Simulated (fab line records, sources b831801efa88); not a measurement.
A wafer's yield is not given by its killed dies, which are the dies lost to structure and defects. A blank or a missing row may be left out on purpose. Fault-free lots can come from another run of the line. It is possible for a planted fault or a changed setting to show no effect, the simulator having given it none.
Comparing a struck lot with a sound one :: flow gf180mcu :: 16 steps out of a route of 602
Sound: these wafers, L334.1, L334.2, L334.4. Struck: wafers L345.5, L345.6 (left out: L345.4, a lot-mate that was not struck); the cause follows at the end.
Per side, at each step with rows, come the tool, then ch with its chambers, and then its first start. Under that, the readings that differ: sound wafers :: struck wafers :: difference of the means :: sigmas: that difference in standard deviations of wafers without a fault.
alike: words and numbers the same on both sides, and readings whose means are apart by under 2 such deviations; not compared: readings that were withheld, readings missing a value for some wafer, numbers with overlapping values and no deviation given by the record, and bounds like >300 which may hide the same value.
Wherever a step has rows on one side only, a row that says differs or no value, or a row with sigmas, the two part there. Numbers that have no deviation but don't overlap get no sigmas and don't part them. Lack of a reading on every wafer of one side parts them only where that side has two or more wafers.

GF_POLY_GATE_ETCH_13: etches poly-Si in HBr/Cl2, stops on SiO2, target depth 198.5 nm, time 69.6 s.
  sound on rie_si-02 ch 0,2,3, day 9 12:07; struck on rie_si-01 ch 0,3, day 12 16:10
reading: rf_hours_counter_h (h)
sound: 1 75 26
struck: - -
difference: no value on the struck wafers
sigmas: 
  alike: drypump_motor_current_A, oes_product_au, throttle_valve_pct
GF_POLY_GATE_STRIP_14: strips in O2/N2.
  sound on plasma_asher-02 ch 0,1, day 9 12:10; struck on plasma_asher-01 ch 0,1, day 12 16:16
  alike: drypump_motor_current_A, heater_power_w, n2_flow_sccm, oes_product_au
  not compared: rf_hours_counter_h
then, 2 steps without rows for these wafers: GF_POLY_GATE_CLEAN_15 (cleans in SC1/SC2, time 150 s); GF_POLY_GATE_OXIDATION_16 (stabilise 600 s, purge 300 s, target thk 4 nm).
GF_POLY_GATE_THK_MEAS_17:
  sound on film_metro-04 at day 9 13:34; struck on film_metro-03 at day 12 17:40
  alike: POLY_GATE_OXIDATION_THK
GF_POLY_GATE_CD_MEAS_18:
  sound on cd_sem-01 at day 9 13:37; struck on cd_sem-02 at day 12 17:47
  alike: cd_nm
then, 6 steps without rows for these wafers: GF_HV_LDD_DEHYDRATE_00 (time 60 s); GF_HV_LDD_HMDS_01 (prime time 60 s); GF_HV_LDD_COAT_02 (resist thk 1000 nm); GF_HV_LDD_SOFTBAKE_03 (time 60 s); GF_HV_LDD_EXPOSE_04 (exposes mask Nplus LV AREA, target cd 400 nm); GF_HV_LDD_PEB_05.
GF_HV_LDD_DEVELOP_06: develop time 60 s.
  sound on litho_track-01 ch 0, day 10 07:03; struck on litho_track-04 ch 0, day 13 13:01
reading: developer_temp_C (C)
sound: 22.80 22.96 22.92
struck: 23.19 23.11
difference: +0.26
sigmas: +3
GF_HV_LDD_CD_MEAS_07: the cd target is 400 nm.
  sound on cd_sem-01 at day 10 07:12; struck on cd_sem-02 at day 13 13:10
reading: cd_nm (nm)
sound: 399.5 401.4 400.3
struck: 388.4 389.3
difference: -11.5
sigmas: -6
GF_HV_LDD_OVL_MEAS_08:
  sound on overlay-02 at day 10 07:19; struck on overlay-02 at day 13 13:14
  alike: HV_LDD_OVL
-- here the record skips 19 days between the struck wafers' starts before and after, leaving off in module HV_LDD and picking up in module PASSIVATION (first step shown: number 602 of the route) --
GF_PASSIVATION_PROBE_99:
  rows exist in the record for the struck wafers here (prober-01, day 32 14:16), but not for the sound ones

## WHERE THEY PART
At GF_POLY_GATE_ETCH_13 first; at GF_PASSIVATION_PROBE_99 last (within this record only).

WHY: what had been put in by the simulator
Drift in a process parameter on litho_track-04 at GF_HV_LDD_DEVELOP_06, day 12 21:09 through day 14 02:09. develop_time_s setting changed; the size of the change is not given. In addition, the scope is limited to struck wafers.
